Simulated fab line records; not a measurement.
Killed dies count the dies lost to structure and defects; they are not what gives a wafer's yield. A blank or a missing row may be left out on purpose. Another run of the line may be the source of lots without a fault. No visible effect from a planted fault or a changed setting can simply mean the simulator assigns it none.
fab line records ; flow gf180mcu ; part 2 of 2: steps 25 to 35 of 35
record: lots: 5; wafers: 15; last_day: 32
route steps=602 shown NSD@262 PSD@263 SAB@264 SALICIDE@278 CONTACT@287
lots with no fault: from the same line, run without faults
start_h: hours from the record's opening day to when the first of the lot's shown wafers began ; wait_h: time in hours since the lot's previous step ; " as in the row above ; L1.1+2: one row covering several wafers at once ; - no value, or no start was given ; * or withheld: withheld ; < > ~ a bound
route shown NAME@n: names a module that has steps shown in the file, with the first one's number in the route ; usual: mean/standard deviation of fault-free wafers ; same: alike in all rows ; chamber/n: place in a boat ; sites: the reading at each site ; _std_site: their standard deviation ; _edge_site: mean of outer sites minus mean of inner sites ; radius_mm: how far each site lies from the wafer's centre ; mask NAME#n: copy n ; behind: the tool/chamber that last shaped the wafer ; hold: what put the lot on hold/how long, in hours/how the hold closed ; device: names the non-switching transistor (n, p or np) ; end of line: the tests these same wafers got at the end of their route ; a step without rows: its recipe alone ; killed: the dies lost at the first sort to structure and to defects; this is not the yield of the wafer ; map: dies across one wafer; x = killed, . = not, _ = none there
set.NAME: the run value of the setting; set.NAME@STEP: its run value at that earlier step ; model.NAME: the simulator's own value behind a step, which no gauge read
a table for each step, a row for each wafer; lots at some steps of the route
services: the hour from which a tool's chamber was out of use, counted from the record's first day as start_h (under 0 if before that day), plus the number of hours and why
== steps ==
step: GF_SALICIDE_RTA_08
recipe: temp_c: 800; time_s: 30; ambient: N2
usual: lamp_power_pct: 17.2/0.93; wafer_temp_C_max: 804.2/0.89
lot.wafer;tool;chamber;start_h;wait_h;lamp_power_pct;wafer_temp_C_max
L074.1;rtp_anneal-01;0;348.11;0.0;15.8;804.9
L074.2;rtp_anneal-01;0;348.11;0.0;15.8;806.2
L074.6;rtp_anneal-01;0;348.11;0.0;15.8;804.1
L077.1;rtp_anneal-02;0;367.42;0.0;17.8;803.5
L077.2;rtp_anneal-02;0;367.42;0.0;17.8;803.1
L077.5;rtp_anneal-02;0;367.42;0.0;17.8;803.5
L086.1;rtp_anneal-02;0;443.91;0.0;17.8;804.2
L086.2;rtp_anneal-02;0;443.91;0.0;17.8;803.8
L086.3;rtp_anneal-02;0;443.91;0.0;17.8;805.9
L087.2;rtp_anneal-02;0;446.17;0.0;17.9;803.1
L087.3;rtp_anneal-02;0;446.17;0.0;17.8;803.1
L087.4;rtp_anneal-02;0;446.17;0.0;17.8;805.0
L090.1;rtp_anneal-01;0;476.80;0.0;15.8;805.2
L090.3;rtp_anneal-01;0;476.80;0.0;15.8;804.6
L090.4;rtp_anneal-01;0;476.80;0.0;15.8;803.9
step: GF_CONTACT_CVD_00
recipe: material: SiO2; target_thk_nm: 300; sigma_open_frac: 0.3; temp_c: 400; time_s: 50; sih4_flow_sccm: 60; pressure_mtorr: 6
lot.wafer;tool;chamber;start_h;wait_h
L074.1+2+6;hdpcvd-01;2,0,2;348.21;0.1
L077.1+2+5;hdpcvd-01;0,1,0;367.52;0.1
L086.1+2+3;hdpcvd-02;2,0,1;444.01;0.1
L087.2+3+4;hdpcvd-01;0,2,2;446.25;0.1
L090.1+3+4;hdpcvd-02;0,2,0;476.90;0.1
step: GF_CONTACT_THK_MEAS_01
recipe: reads: SiO2_of_CONTACT_CVD_00
usual: CONTACT_CVD_00_THK: 299/3.8
lot.wafer;tool;chamber;start_h;wait_h;CONTACT_CVD_00_THK[nm]
L074.1;film_metro-02;-;348.25;0.0;296
L074.2;film_metro-02;-;348.25;0.0;298
L074.6;film_metro-02;-;348.25;0.0;298
L077.1;film_metro-02;-;367.56;0.0;307
L077.2;film_metro-02;-;367.56;0.0;299
L077.5;film_metro-02;-;367.56;0.0;309
L086.1;film_metro-02;-;444.05;0.0;298
L086.2;film_metro-02;-;444.05;0.0;298
L086.3;film_metro-02;-;444.05;0.0;298
L087.2;film_metro-02;-;446.30;0.0;304
L087.3;film_metro-02;-;446.30;0.0;303
L087.4;film_metro-02;-;446.30;0.0;302
L090.1;film_metro-04;-;476.95;0.0;293
L090.3;film_metro-04;-;476.95;0.0;295
L090.4;film_metro-04;-;476.95;0.0;295
step: GF_CONTACT_CVD_02
recipe: material: SiO2; target_thk_nm: 860; precursor: TEOS; temp_c: 400; time_s: 95.992; rf_w: 600
usual: heater_power_w: 619/94
lot.wafer;tool;chamber;start_h;wait_h;heater_power_w
L074.1;pecvd-02;0;348.31;0.1;683
L074.2;pecvd-02;2;348.31;0.1;509
L074.6;pecvd-02;1;348.31;0.1;687
L077.1;pecvd-01;0;367.62;0.1;719
L077.2;pecvd-01;2;367.62;0.1;643
L077.5;pecvd-01;1;367.62;0.1;460
L086.1;pecvd-01;2;444.11;0.1;665
L086.2;pecvd-01;1;444.11;0.1;437
L086.3;pecvd-01;0;444.11;0.1;762
L087.2;pecvd-02;0;446.35;0.0;596
L087.3;pecvd-02;1;446.35;0.0;710
L087.4;pecvd-02;2;446.35;0.0;593
L090.1;pecvd-02;1;477.01;0.1;692
L090.3;pecvd-02;2;477.01;0.1;615
L090.4;pecvd-02;1;477.01;0.1;705
step: GF_CONTACT_THK_MEAS_03
recipe: reads: SiO2_of_CONTACT_CVD_02
usual: CONTACT_CVD_02_THK: 862/11
lot.wafer;tool;chamber;start_h;wait_h;CONTACT_CVD_02_THK[nm]
L074.1;film_metro-02;-;348.38;0.0;866
L074.2;film_metro-02;-;348.38;0.0;854
L074.6;film_metro-02;-;348.38;0.0;870
L077.1;film_metro-04;-;367.69;0.0;845
L077.2;film_metro-04;-;367.69;0.0;834
L077.5;film_metro-04;-;367.69;0.0;862
L086.1;film_metro-04;-;444.18;0.0;856
L086.2;film_metro-04;-;444.18;0.0;861
L086.3;film_metro-04;-;444.18;0.0;857
L087.2;film_metro-01;-;446.43;0.0;871
L087.3;film_metro-01;-;446.43;0.0;868
L087.4;film_metro-01;-;446.43;0.0;867
L090.1;film_metro-01;-;477.08;0.0;857
L090.3;film_metro-01;-;477.08;0.0;859
L090.4;film_metro-01;-;477.08;0.0;856
step: GF_CONTACT_CMP_04
recipe: material: SiO2; down_force_psi: 4; platen_rpm: 60; pad_velocity_m_s: 0.94248
usual: motor_current_A: 10.6/1.5; time_to_endpoint_s: 111/5
lot.wafer;tool;chamber;start_h;wait_h;motor_current_A;time_to_endpoint_s
L074.2;cmp-02;3;348.44;0.0;12.5;110
L074.1;cmp-02;2;348.44;0.0;9.2;114
L074.6;cmp-02;0;348.44;0.0;10.4;115
L077.1;cmp-02;0;367.85;0.1;10.6;109
L077.2;cmp-02;1;367.85;0.1;9.9;98
L077.5;cmp-02;2;367.85;0.1;9.2;108
L086.1;cmp-02;2;444.24;0.1;9.5;110
L086.2;cmp-02;3;444.24;0.1;12.6;115
L086.3;cmp-02;0;444.24;0.1;10.4;108
L087.3;cmp-02;0;446.48;0.0;10.8;117
L087.2;cmp-02;1;446.48;0.0;10.5;110
L087.4;cmp-02;2;446.48;0.0;9.1;113
L090.3;cmp-02;2;477.14;0.0;9.1;112
L090.4;cmp-02;0;477.14;0.0;10.4;115
L090.1;cmp-02;1;477.14;0.0;9.7;105
step: GF_CONTACT_BOW_MEAS_05
recipe: mode: bow
usual: CONTACT_BOW: 65/6.9
lot.wafer;tool;chamber;start_h;wait_h;CONTACT_BOW[um]
L074.1;film_metro-04;-;348.74;0.1;61
L074.2;film_metro-04;-;348.74;0.1;61
L074.6;film_metro-04;-;348.74;0.1;71
L077.1;film_metro-02;-;368.05;0.1;59
L077.2;film_metro-02;-;368.05;0.1;62
L077.5;film_metro-02;-;368.05;0.1;59
L086.1;film_metro-01;-;444.54;0.2;44
L086.2;film_metro-01;-;444.54;0.2;49
L086.3;film_metro-01;-;444.54;0.2;71
L087.2;film_metro-04;-;446.80;0.2;67
L087.3;film_metro-04;-;446.80;0.2;72
L087.4;film_metro-04;-;446.80;0.2;67
L090.1;film_metro-04;-;477.44;0.1;73
L090.3;film_metro-04;-;477.44;0.1;63
L090.4;film_metro-04;-;477.44;0.1;68
step: GF_CONTACT_DEHYDRATE_06
recipe: temp_c: 200; time_s: 60
usual: exhaust_pa: 44.9/0.9; plate_temp_C: 200.04/0.15
lot.wafer;tool;chamber;start_h;wait_h;exhaust_pa;plate_temp_C
L074.1;litho_track-01;0;359.48;10.7;44.2;199.83
L074.2;litho_track-01;0;359.48;10.7;45.0;199.88
L074.6;litho_track-01;0;359.48;10.7;45.9;200.16
L077.1;litho_track-01;0;378.18;10.1;43.7;199.80
L077.2;litho_track-01;0;378.18;10.1;44.0;200.31
L077.5;litho_track-01;0;378.18;10.1;44.4;199.98
L086.1;litho_track-03;0;456.23;11.7;45.9;200.12
L086.2;litho_track-03;0;456.23;11.7;43.9;200.18
L086.3;litho_track-03;0;456.23;11.7;45.0;200.15
L087.2;litho_track-01;0;458.06;11.2;44.3;200.02
L087.3;litho_track-01;0;458.06;11.2;44.2;200.01
L087.4;litho_track-01;0;458.06;11.2;43.7;200.38
L090.1;litho_track-01;0;488.18;10.7;45.1;199.85
L090.3;litho_track-01;0;488.18;10.7;45.1;200.07
L090.4;litho_track-01;0;488.18;10.7;45.2;199.88
step: GF_CONTACT_HMDS_07
recipe: prime_time_s: 60; prime_temp_c: 120
usual: exhaust_pa: 45.0/0.9
lot.wafer;tool;chamber;start_h;wait_h;exhaust_pa
L074.1;litho_track-01;0;359.63;0.1;46.2
L074.2;litho_track-01;0;359.63;0.1;46.1
L074.6;litho_track-01;0;359.63;0.1;45.1
L077.1;litho_track-01;0;378.33;0.1;44.4
L077.2;litho_track-01;0;378.33;0.1;46.1
L077.5;litho_track-01;0;378.33;0.1;44.1
L086.1;litho_track-03;0;456.38;0.1;44.5
L086.2;litho_track-03;0;456.38;0.1;45.4
L086.3;litho_track-03;0;456.38;0.1;43.8
L087.2;litho_track-01;0;458.21;0.1;44.3
L087.3;litho_track-01;0;458.21;0.1;44.7
L087.4;litho_track-01;0;458.21;0.1;45.8
L090.1;litho_track-01;0;488.33;0.1;44.9
L090.3;litho_track-01;0;488.33;0.1;45.1
L090.4;litho_track-01;0;488.33;0.1;44.8
step: GF_CONTACT_COAT_08
recipe: resist: BARC; temp_c: withheld; time_s: withheld; spin_rpm: withheld; resist_thk_nm: withheld
usual: exhaust_pa: 44.8/0.86
lot.wafer;tool;chamber;start_h;wait_h;exhaust_pa
L074.1;litho_track-01;0;359.78;0.1;42.3
L074.2;litho_track-01;0;359.78;0.1;43.9
L074.6;litho_track-01;0;359.78;0.1;43.8
L077.1;litho_track-01;0;378.48;0.1;45.0
L077.2;litho_track-01;0;378.48;0.1;44.4
L077.5;litho_track-01;0;378.48;0.1;44.9
L086.1;litho_track-03;0;456.53;0.1;44.7
L086.2;litho_track-03;0;456.53;0.1;44.5
L086.3;litho_track-03;0;456.53;0.1;44.7
L087.2;litho_track-01;0;458.36;0.1;45.2
L087.3;litho_track-01;0;458.36;0.1;44.4
L087.4;litho_track-01;0;458.36;0.1;44.5
L090.1;litho_track-01;0;488.48;0.1;42.8
L090.3;litho_track-01;0;488.48;0.1;44.6
L090.4;litho_track-01;0;488.48;0.1;43.5
step: GF_CONTACT_COAT_09
recipe: resist: KrF; spin_rpm: withheld; resist_thk_nm: 1000
usual: exhaust_pa: 45.1/0.92
lot.wafer;tool;chamber;start_h;wait_h;exhaust_pa
L074.1;litho_track-01;0;-;-;44.5
L074.2;litho_track-01;0;-;-;46.1
L074.6;litho_track-01;0;-;-;44.5
L077.1;litho_track-01;0;-;-;45.4
L077.2;litho_track-01;0;-;-;44.0
L077.5;litho_track-01;0;-;-;44.8
L086.1;litho_track-03;0;-;-;44.7
L086.2;litho_track-03;0;-;-;43.0
L086.3;litho_track-03;0;-;-;43.0
L087.2;litho_track-01;0;-;-;45.1
L087.3;litho_track-01;0;-;-;45.3
L087.4;litho_track-01;0;-;-;45.1
L090.1;litho_track-01;0;-;-;46.7
L090.3;litho_track-01;0;-;-;46.1
L090.4;litho_track-01;0;-;-;45.4
== services ==
tool;chamber;start_h;hours;kind
rie_diel-02;-;309.18;4.3;pm
rtp_anneal-01;-;322.62;0.7;pm
wet_bench-04;-;335.86;4.4;pm
pecvd-04;-;346.39;0.9;repair
pvd_sputter-02;-;348.23;16.7;repair
pecvd-01;-;348.95;0.8;repair
iline_stepper-01;-;351.48;4.7;repair
iline_stepper-01;-;358.76;7.0;repair
wet_bench-04;-;362.79;1.9;pm
rie_diel-04;0;363.07;3.9;repair
pecvd-01;-;368.88;14.0;pm
pecvd-01;1;373.97;5.8;repair
rie_diel-04;2;380.19;4.1;repair
cmp-02;-;392.04;5.5;repair
cmp-02;-;394.57;0.6;repair
plasma_asher-04;-;410.05;0.5;repair
wet_bench-04;-;434.93;0.9;repair
plasma_asher-04;-;449.95;4.3;pm
rtp_anneal-01;-;468.43;0.5;repair
pvd_sputter-03;-;469.78;6.0;repair
rie_diel-04;0;476.45;18.9;repair
pecvd-02;2;480.30;32.3;repair
cmp-02;-;483.23;6.1;repair
iline_stepper-01;-;484.73;1.7;pm
